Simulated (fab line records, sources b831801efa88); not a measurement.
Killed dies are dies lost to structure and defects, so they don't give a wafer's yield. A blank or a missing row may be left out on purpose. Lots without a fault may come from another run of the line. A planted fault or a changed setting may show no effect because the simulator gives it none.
One fault seen from 2 desks | flow gf180mcu | each desk has only its own numbers; what lay behind them comes last

THE METROLOGY DESK
What the gauges read, lot by lot, whatever tool the lot ran on: means of the sampled wafers that have a number. A lot is out of limits, marked OUT, if its mean lies more than 4 standard deviations from the usual mean; the brackets give that distance.
Columns: A = NWELL_OVL at GF_NWELL_OVL_MEAS_07, usual -0.7 nm; B = HV_LDD_OVL at GF_HV_LDD_OVL_MEAS_08, usual 0.0 nm; C = cd_nm at GF_PSD_CD_MEAS_07, usual 399.9 nm
lot  | first seen here | A    | B    | C
L775 | day 3 10:38     | 0.1  | -1.5 | 396.6
L777 | day 3 23:40     | 0.9  | -1.0 | 401.4
L778 | day 4 04:46     | -3.3 | -1.2 | 400.1
L781 | day 4 22:00     | -0.4 | 0.8  | 398.1
L785 | day 5 20:24     | -0.2 | 0.7  | 388.6 (-5.1) OUT
L789 | day 6 17:21     | -0.8 | -0.6 | 393.2
L791 | day 7 01:50     | -1.9 | -0.6 | 399.7
L792 | day 7 12:46     | -1.1 | 1.2  | 400.4
L793 | day 7 14:59     | -1.8 | -0.7 | 403.0
L796 | day 8 07:35     | -2.5 | 0.6  | 399.0
L798 | day 8 18:44     | 1.3  | 0.2  | 402.3
This desk's finding: out of limits on L785; first on L785, day 19 13:43 (cd_nm at GF_PSD_CD_MEAS_07). In limits: L775, L777, L778, L781, L789, L791, L792, L793, L796, L798.

THE TOOL OWNER'S DESK: litho_track-04
The tool's own readings at GF_PSD_COAT_02 (resist thk 1000 nm): means of the sampled wafers that have a number, for each lot that ran on this tool. A lot is out of limits, marked OUT, if its mean lies more than 4 standard deviations from the usual mean; the brackets give that distance.
Columns: A = chill_plate_temp_C at GF_PSD_COAT_02, usual 23.01 C; B = exhaust_pa at GF_PSD_COAT_02, usual 45.1 Pa; C = spin_speed_rpm at GF_PSD_COAT_02, usual 3000.1 rpm
lot  | first seen here | A     | B    | C
L777 | day 16 04:34    | 22.99 | 45.2 | 3003.7
L781 | day 17 12:08    | 22.99 | 44.4 | 2998.8
L785 | day 19 01:35    | 23.05 | 45.5 | 2607.3 (-99 or more) OUT
L789 | day 20 09:59    | 22.97 | 45.0 | 2605.5 (-99 or more) OUT
This desk's finding: out of limits on L785, L789; first on L785, day 19 01:35 (spin_speed_rpm at GF_PSD_COAT_02). In limits: L777, L781.

PUT TOGETHER
The tool owner's desk could have raised an alarm at day 19 01:35, on L785, L789.
The metrology desk could have raised an alarm at day 19 13:43, on L785.
The metrology desk has L789 on record, within its limits.
Of the lots named, all ran GF_PSD_COAT_02 on litho_track-04.

WHAT THE SIMULATOR HAD PUT IN
Process parameter drift: litho_track-04, from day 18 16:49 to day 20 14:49, at GF_PSD_COAT_02. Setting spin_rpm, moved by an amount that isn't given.
Lots struck among those shown: L785, L789.
Hours from the fault's start to each desk's first reading out of limits: the tool owner's desk, 9; the metrology desk, 21.
